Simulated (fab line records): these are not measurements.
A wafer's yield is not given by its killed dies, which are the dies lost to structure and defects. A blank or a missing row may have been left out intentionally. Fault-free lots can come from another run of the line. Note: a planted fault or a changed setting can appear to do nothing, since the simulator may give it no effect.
A lot that was struck, set against a sound lot / flow sky130 / 17 out of 708 route steps
Sound: these wafers, L215.1, L215.3, L215.6. Struck: wafers L225.1, L225.2, L225.6. The cause is given at the end.
For every step that has rows: the tool of each side, followed by ch and its chambers, followed by its first start. Under that, the readings that differ: sound wafers / struck wafers / difference of the means / sigmas: that difference in standard deviations of wafers without a fault.
alike: a reading whose means differ by less than 2 such deviations, as well as words and numbers matching on both sides. not compared: withheld readings; readings where some wafer has no value; bounds like >300 that might hide an equal value; numbers whose values overlap and for which the record gives no deviation.
A row with sigmas, a row that says differs or no value, or rows on one side alone: a step with any of these is where the two part. When numbers do not overlap yet have no deviation, they are printed without sigmas and do not part them. A reading missing from all wafers of one side parts the sides only when that side holds two or more wafers.

first, 1 step without rows for these wafers: SKY_VT_ADJUST_NCORE_IMPLANT_09.
SKY_VT_ADJUST_NCORE_STRIP_10: strips in O2/N2.
  sound on plasma asher-03 ch 0,1, day 8 23:10; struck on plasma asher-03 ch 0,1, day 12 05:02
  alike: chamber pressure mTorr, drypump motor current A, n2 flow sccm, oes product au, strip time to endpoint s
  not compared: rf hours counter h
SKY_VT_ADJUST_NCORE_TW_MEAS_11:
  struck on film metro-01, day 12 05:08; sound on film metro-03, day 8 23:16
reading=VT_ADJUST_NCORE_TW; sound=216.5 216.9 217.2; struck=220.4 221.6 219.5; difference=+3.6; sigmas=+2
then, 7 steps without rows for these wafers: SKY_VT_ADJUST_HVTR_DEHYDRATE_00 (time 60 s); SKY_VT_ADJUST_HVTR_HMDS_01 (prime time 60 s); SKY_VT_ADJUST_HVTR_COAT_02 (resist thk 1140 nm); SKY_VT_ADJUST_HVTR_SOFTBAKE_03 (time 60 s); SKY_VT_ADJUST_HVTR_EXPOSE_04 (exposes mask HVTRM, target cd 380 nm); SKY_VT_ADJUST_HVTR_PEB_05; SKY_VT_ADJUST_HVTR_DEVELOP_06 (develop time 60 s).
SKY_VT_ADJUST_HVTR_CD_MEAS_07 targets a cd of 380 nm.
  struck on cd sem-02, day 13 06:26; sound on cd sem-01, day 9 20:03
reading=cd nm (nm); sound=377.6 377.9 376.9; struck=380.2 382.6 384.4; difference=+4.9; sigmas=+2
SKY_VT_ADJUST_HVTR_OVL_MEAS_08:
  struck on overlay-01, day 13 06:33; sound on overlay-02, day 9 20:10
  alike: VT_ADJUST_HVTR_OVL
SKY_VT_ADJUST_HVTR_IMPLANT_09:
  sound on implanter-01 ch 0, day 9 20:12; struck on implanter-01 ch 0, day 13 06:35
reading=beam on s (s); sound=9.89 10.03 10.10; struck=12.44 12.48 12.50; difference=+2.47; sigmas=+12
reading=end station pressure torr (Torr); sound=4.7e-06 4.69e-06 5.13e-06; struck=0.00011555 0.00011209 0.0001189; difference=+0.00011067; sigmas=+99 or more
reading=faraday current uA; sound=11.96 11.82 11.73; struck=9.61 9.57 9.59; difference=-2.25; sigmas=-9
  alike: dose ions cm2
SKY_VT_ADJUST_HVTR_STRIP_10: strips in O2/N2.
  sound on plasma asher-02 ch 0, day 9 20:21; struck on plasma asher-02 ch 0,1, day 13 06:44
  alike: chamber pressure mTorr, drypump motor current A, n2 flow sccm, oes product au, strip time to endpoint s
  not compared: rf hours counter h
SKY_VT_ADJUST_HVTR_TW_MEAS_11:
  struck on film metro-02, day 13 06:50; sound on film metro-02, day 9 20:27
reading=VT_ADJUST_HVTR_TW; sound=210.2 210.7 210.5; struck=223.9 224.9 224.6; difference=+14.0; sigmas=+12
then, 1 step without rows for these wafers: SKY_VT_ADJUST_PCH_DEHYDRATE_00 (time 60 s).
-- a jump in the record: the struck wafers' starts before and after are 36 days apart (it breaks off in module VT_ADJUST_PCH and resumes in module PAD_OPEN, where the first step shown is number 708 of the route) --
SKY_PAD_OPEN_PROBE_99:
  only the struck wafers here have rows in the record (prober-02, day 48 19:25); the sound ones have none

## WHERE THEY PART
Last at SKY_PAD_OPEN_PROBE_99 as far as this record goes, first at SKY_VT_ADJUST_NCORE_TW_MEAS_11.

WHY: what had been put in by the simulator
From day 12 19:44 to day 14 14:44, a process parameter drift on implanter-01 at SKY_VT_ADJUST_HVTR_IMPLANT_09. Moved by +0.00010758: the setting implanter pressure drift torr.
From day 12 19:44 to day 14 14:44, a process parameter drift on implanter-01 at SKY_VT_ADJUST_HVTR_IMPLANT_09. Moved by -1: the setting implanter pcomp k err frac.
